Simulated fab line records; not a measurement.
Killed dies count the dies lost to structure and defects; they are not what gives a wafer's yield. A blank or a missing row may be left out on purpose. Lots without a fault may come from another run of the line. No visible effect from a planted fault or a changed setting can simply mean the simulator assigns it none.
fab line records :: flow sky130
record:
  lots: 14
  wafers: 42
  last_day: 50
route steps=708 shown LI_CONTACT@364 PAD_OPEN@708
lots untouched by any fault: they come from a run of this same line in which no faults occurred
start_h: hours from the record's opening day to when the first of the lot's shown wafers began :: wait_h: hours elapsed since this lot's preceding step :: " repeats the value in the row above :: L1.1+2: one row covering several wafers at once :: - either no value or no given start :: * or withheld: withheld :: < > ~ a bound
route shown NAME@n: NAME is a module with steps in the file, n the number in the route of the first one :: usual: average and standard deviation across the fault-free wafers :: same: alike in all rows :: chamber/n: place in a boat :: sites: each site's reading :: _std_site: the standard deviation of these :: _edge_site: the outer-site mean with the inner-site mean subtracted :: radius_mm: for every site, how far away it sits from the centre of the wafer :: mask NAME#n: copy n :: behind: the tool/chamber that last shaped the wafer :: hold: what put the lot on hold/how long, in hours/how the hold closed :: device: the n, p or np transistor that did not switch :: end of line: tests of these same wafers at the route's end :: step lacking rows: just its recipe :: killed: not the wafer's yield, but the dies lost to structure and defects at the first sort :: map: dies across one wafer; x = killed, . = not, _ = none there
set.NAME: the setting as run; set.NAME@STEP: as run at that earlier step :: model.NAME: the simulator's own value behind a step, which no gauge read
the route's steps for a sample of lots (tables are steps, rows are wafers)
services: from which hour (start_h, from the record's first day; less than 0 if before it) a tool's chamber was out of use, for how many hours, and why
== steps ==
step: SKY_LI_CONTACT_CMP_02
recipe:
  material: PSG
  down_force_psi: 4
  platen_rpm: 60
  pad_velocity_m_s: 0.94248
usual:
  motor_current_A: 12.2/1.2
  time_to_endpoint_s: 34.5/2.3
lot.wafer: L798.4
tool: cmp-02
chamber: 2
start_h: 632.09
wait_h: 0.2
motor_current_A: 13.5
time_to_endpoint_s: 33.9

lot.wafer: L798.6
tool: cmp-02
chamber: 3
start_h: 632.09
wait_h: 0.2
motor_current_A: 10.5
time_to_endpoint_s: 34.5

lot.wafer: L798.5
tool: cmp-02
chamber: 0
start_h: 632.09
wait_h: 0.2
motor_current_A: 11.2
time_to_endpoint_s: 36.0

lot.wafer: L799.4
tool: cmp-02
chamber: 1
start_h: 640.84
wait_h: 0.0
motor_current_A: 12.8
time_to_endpoint_s: 34.4

lot.wafer: L799.3
tool: cmp-02
chamber: 3
start_h: 640.84
wait_h: 0.0
motor_current_A: 10.0
time_to_endpoint_s: 33.4

lot.wafer: L799.5
tool: cmp-02
chamber: 2
start_h: 640.84
wait_h: 0.0
motor_current_A: 13.5
time_to_endpoint_s: 30.8

lot.wafer: L800.3
tool: cmp-01
chamber: 3
start_h: 655.20
wait_h: 0.0
motor_current_A: 11.8
time_to_endpoint_s: 37.1

lot.wafer: L800.5
tool: cmp-01
chamber: 3
start_h: 655.20
wait_h: 0.0
motor_current_A: 13.1
time_to_endpoint_s: 37.6

lot.wafer: L800.6
tool: cmp-01
chamber: 0
start_h: 655.20
wait_h: 0.0
motor_current_A: 14.3
time_to_endpoint_s: 38.4

lot.wafer: L801.3
tool: cmp-02
chamber: 1
start_h: 662.14
wait_h: 0.1
motor_current_A: 13.5
time_to_endpoint_s: 32.1

lot.wafer: L801.4
tool: cmp-02
chamber: 3
start_h: 662.14
wait_h: 0.1
motor_current_A: 10.0
time_to_endpoint_s: 31.1

lot.wafer: L801.6
tool: cmp-02
chamber: 0
start_h: 662.14
wait_h: 0.1
motor_current_A: 11.2
time_to_endpoint_s: 30.9

lot.wafer: L802.2
tool: cmp-01
chamber: 3
start_h: 671.58
wait_h: 0.1
motor_current_A: 12.6
time_to_endpoint_s: 34.1

lot.wafer: L802.4
tool: cmp-01
chamber: 0
start_h: 671.58
wait_h: 0.1
motor_current_A: 13.7
time_to_endpoint_s: 35.8

lot.wafer: L802.6
tool: cmp-01
chamber: 3
start_h: 671.58
wait_h: 0.1
motor_current_A: 12.5
time_to_endpoint_s: 31.9

lot.wafer: L803.1
tool: cmp-01
chamber: 0
start_h: 677.98
wait_h: 0.1
motor_current_A: 13.8
time_to_endpoint_s: 35.0

lot.wafer: L803.5
tool: cmp-01
chamber: 2
start_h: 677.98
wait_h: 0.1
motor_current_A: 11.3
time_to_endpoint_s: 37.6

lot.wafer: L803.6
tool: cmp-01
chamber: 3
start_h: 677.98
wait_h: 0.1
motor_current_A: 13.1
time_to_endpoint_s: 35.2

lot.wafer: L805.4
tool: cmp-01
chamber: 1
start_h: 697.61
wait_h: 0.1
motor_current_A: 12.1
time_to_endpoint_s: 28.4

lot.wafer: L805.6
tool: cmp-01
chamber: 3
start_h: 697.61
wait_h: 0.1
motor_current_A: 12.1
time_to_endpoint_s: 34.5

lot.wafer: L805.5
tool: cmp-01
chamber: 0
start_h: 697.61
wait_h: 0.1
motor_current_A: 14.0
time_to_endpoint_s: 35.0

lot.wafer: L807.2
tool: cmp-01
chamber: 0
start_h: 743.33
wait_h: 0.0
motor_current_A: 13.8
time_to_endpoint_s: 32.9

lot.wafer: L807.4
tool: cmp-01
chamber: 1
start_h: 743.33
wait_h: 0.0
motor_current_A: 12.0
time_to_endpoint_s: 29.0

lot.wafer: L807.6
tool: cmp-01
chamber: 0
start_h: 743.33
wait_h: 0.0
motor_current_A: 13.4
time_to_endpoint_s: 32.5

lot.wafer: L808.3
tool: cmp-02
chamber: 3
start_h: 743.95
wait_h: 0.0
motor_current_A: 10.0
time_to_endpoint_s: 34.3

lot.wafer: L808.4
tool: cmp-02
chamber: 2
start_h: 743.95
wait_h: 0.0
motor_current_A: 12.8
time_to_endpoint_s: 34.3

lot.wafer: L808.5
tool: cmp-02
chamber: 0
start_h: 743.95
wait_h: 0.0
motor_current_A: 11.5
time_to_endpoint_s: 35.4

lot.wafer: L811.4
tool: cmp-02
chamber: 3
start_h: 754.62
wait_h: 0.1
motor_current_A: 9.4
time_to_endpoint_s: 32.2

lot.wafer: L811.6
tool: cmp-02
chamber: 1
start_h: 754.62
wait_h: 0.1
motor_current_A: 13.4
time_to_endpoint_s: 32.0

lot.wafer: L811.5
tool: cmp-02
chamber: 2
start_h: 754.62
wait_h: 0.1
motor_current_A: 13.2
time_to_endpoint_s: 31.7

lot.wafer: L818.3
tool: cmp-01
chamber: 0
start_h: 805.96
wait_h: 0.1
motor_current_A: 14.1
time_to_endpoint_s: 35.6

lot.wafer: L818.1
tool: cmp-01
chamber: 1
start_h: 805.96
wait_h: 0.1
motor_current_A: 11.9
time_to_endpoint_s: 31.3

lot.wafer: L818.2
tool: cmp-01
chamber: 2
start_h: 805.96
wait_h: 0.1
motor_current_A: 11.3
time_to_endpoint_s: 34.3

lot.wafer: L819.2
tool: cmp-02
chamber: 1
start_h: 817.14
wait_h: 0.1
motor_current_A: 12.8
time_to_endpoint_s: 34.7

lot.wafer: L819.1
tool: cmp-02
chamber: 2
start_h: 817.14
wait_h: 0.1
motor_current_A: 13.3
time_to_endpoint_s: 36.4

lot.wafer: L819.4
tool: cmp-02
chamber: 3
start_h: 817.14
wait_h: 0.1
motor_current_A: 10.3
time_to_endpoint_s: 33.2

lot.wafer: L820.4
tool: cmp-01
chamber: 3
start_h: 818.85
wait_h: 0.0
motor_current_A: 12.7
time_to_endpoint_s: 37.8

lot.wafer: L820.2
tool: cmp-01
chamber: 0
start_h: 818.85
wait_h: 0.0
motor_current_A: 14.0
time_to_endpoint_s: 39.5

lot.wafer: L820.6
tool: cmp-01
chamber: 0
start_h: 818.85
wait_h: 0.0
motor_current_A: 13.4
time_to_endpoint_s: 39.2

lot.wafer: L821.1
tool: cmp-01
chamber: 0
start_h: 820.94
wait_h: 0.1
motor_current_A: 13.4
time_to_endpoint_s: 36.8

lot.wafer: L821.4
tool: cmp-01
chamber: 1
start_h: 820.94
wait_h: 0.1
motor_current_A: 12.2
time_to_endpoint_s: 36.2

lot.wafer: L821.6
tool: cmp-01
chamber: 0
start_h: 820.94
wait_h: 0.1
motor_current_A: 13.4
time_to_endpoint_s: 36.6
step: SKY_PAD_OPEN_PROBE_99
usual:
  killed_at_M0_to_M3: 44/7.2
  killed_at_M4_up: 3.1/1.8
  killed_at_contacts: 24/4.5
  killed_at_front_end: 16/4.4
  killed_at_other: 0.2/0.42
  killed_dies: 87/8.9
  killed_on_rim: 17/4.1
  killed_open: 48/6.4
  killed_short: 39/6.2
same:
  gross_dies: 492
  killed_at_back_side: 0
lot.wafer: L808.3
tool: prober-01
chamber: -
start_h: 1138.37
wait_h: 0.2
killed_at_M0_to_M3: 38
killed_at_M4_up: 1
killed_at_contacts: 27
killed_at_front_end: 17
killed_at_other: 0
killed_dies: 83
killed_on_rim: 12
killed_open: 48
killed_short: 35

lot.wafer: L808.4
tool: prober-01
chamber: -
start_h: 1138.42
wait_h: 0.2
killed_at_M0_to_M3: 40
killed_at_M4_up: 2
killed_at_contacts: 201
killed_at_front_end: 10
killed_at_other: 0
killed_dies: 253
killed_on_rim: 46
killed_open: 35
killed_short: 33

lot.wafer: L808.5
tool: prober-01
chamber: -
start_h: 1138.47
wait_h: 0.2
killed_at_M0_to_M3: 32
killed_at_M4_up: 6
killed_at_contacts: 30
killed_at_front_end: 16
killed_at_other: 0
killed_dies: 84
killed_on_rim: 16
killed_open: 47
killed_short: 37

lot.wafer: L811.4
tool: prober-02
chamber: -
start_h: 1144.23
wait_h: 0.2
killed_at_M0_to_M3: 56
killed_at_M4_up: 2
killed_at_contacts: 23
killed_at_front_end: 14
killed_at_other: 0
killed_dies: 95
killed_on_rim: 21
killed_open: 49
killed_short: 46

lot.wafer: L811.5
tool: prober-02
chamber: -
start_h: 1144.28
wait_h: 0.2
killed_at_M0_to_M3: 33
killed_at_M4_up: 5
killed_at_contacts: 200
killed_at_front_end: 19
killed_at_other: 0
killed_dies: 257
killed_on_rim: 57
killed_open: 40
killed_short: 31

lot.wafer: L811.6
tool: prober-02
chamber: -
start_h: 1144.33
wait_h: 0.2
killed_at_M0_to_M3: 42
killed_at_M4_up: 6
killed_at_contacts: 21
killed_at_front_end: 13
killed_at_other: 0
killed_dies: 82
killed_on_rim: 16
killed_open: 49
killed_short: 33
killed by level:class
L808.3 CONTACT:geometric_particle:open=14 VIA1:geometric_particle:open=9 POLY_GATE:geometric_particle:short=6 VIA2:geometric_particle:open=6 LI_CONTACT:geometric_particle:open=5 METAL2:geometric_particle:short=5 VIA3:geometric_particle:open=5 FIELD_ISO:geometric_particle:open=4
L808.4 LI_CONTACT:unspecified=185 VIA1:geometric_particle:open=8 VIA3:geometric_particle:open=8 VIA2:geometric_particle:short=7 CONTACT:geometric_particle:open=6 VIA1:geometric_particle:short=5 POLY_GATE:geometric_particle:short=4 METAL2:geometric_particle:short=4
L808.5 VIA1:geometric_particle:open=15 CONTACT:geometric_particle:open=10 LOCAL_INTERCONNECT:geometric_particle:short=6 CONTACT:geometric_particle:short=6 LI_CONTACT:geometric_particle:open=5 POLY_GATE:geometric_particle:open=4 POLY_GATE:geometric_particle:short=4 FIELD_ISO:geometric_particle:short=3
L811.4 VIA1:geometric_particle:open=12 VIA2:geometric_particle:open=11 CONTACT:geometric_particle:open=11 METAL1:geometric_particle:short=10 METAL2:geometric_particle:short=6 CONTACT:geometric_particle:short=5 VIA3:geometric_particle:open=5 VIA1:geometric_particle:short=4
L811.5 LI_CONTACT:unspecified=186 VIA1:geometric_particle:open=9 LI_CONTACT:geometric_particle:open=6 FIELD_ISO:geometric_particle:short=5 VIA3:geometric_particle:open=5 METAL2:geometric_particle:short=5 VIA3:geometric_particle:short=5 FIELD_ISO:geometric_particle:open=4
L811.6 VIA2:geometric_particle:open=9 VIA1:geometric_particle:open=9 LI_CONTACT:geometric_particle:open=8 LI_CONTACT:geometric_particle:short=7 FIELD_ISO:geometric_particle:short=5 VIA3:geometric_particle:open=5 METAL1:geometric_particle:short=5 CONTACT:geometric_particle:open=4
== services ==
tool: cmp-01
chamber: -
start_h: 615.33
hours: 9.3
kind: pm

tool: cmp-02
chamber: -
start_h: 672.91
hours: 1.6
kind: repair

tool: cmp-02
chamber: -
start_h: 676.86
hours: 2.7
kind: pm

tool: cmp-02
chamber: -
start_h: 696.78
hours: 0.3
kind: repair

tool: cmp-02
chamber: -
start_h: 712.09
hours: 0.4
kind: repair

tool: cmp-01
chamber: -
start_h: 730.13
hours: 2.4
kind: repair

tool: cmp-02
chamber: -
start_h: 744.25
hours: 4.0
kind: pm

tool: cmp-01
chamber: -
start_h: 747.34
hours: 2.3
kind: repair

tool: cmp-02
chamber: -
start_h: 748.25
hours: -
kind: consumable_replace:conditioner

tool: cmp-02
chamber: -
start_h: 748.25
hours: -
kind: consumable_replace:pad

tool: cmp-01
chamber: -
start_h: 777.99
hours: 6.8
kind: repair

tool: cmp-01
chamber: -
start_h: 796.39
hours: 1.4
kind: repair

tool: cmp-01
chamber: -
start_h: 810.30
hours: 6.4
kind: pm
== key ==
first_sign:
  step: SKY_PAD_OPEN_PROBE_99
  reading: killed_at_contacts
  direction: up
  sigmas: 39
  usual: 24
  struck: 200
effect:
  step: SKY_PAD_OPEN_PROBE_99
  reading: killed_dies
  direction: up
  sigmas: 19
  usual: 87
  struck: 255
met_at SKY_LI_CONTACT_CMP_02
struck_lots L808,L811
struck_wafers L808.4,L811.5
tester_left_out L808,L811
onset_between 640.84 743.95
fault:
  kind: chamber_particle_source
  tool: cmp-02
  chamber: 2
  onset_h: 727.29
  steps: SKY_LI_CONTACT_CMP_02
  rate_per_visit_cm2: 1.0583
  end_h: 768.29
tester_left_out: of these lots the tester's yield and bins aren't shown, on N5 and GAA mostly nor the transistor test; their killed dies are dies lost to structure and defects alone, not to doping, threshold or leakage, so they don't give the yield
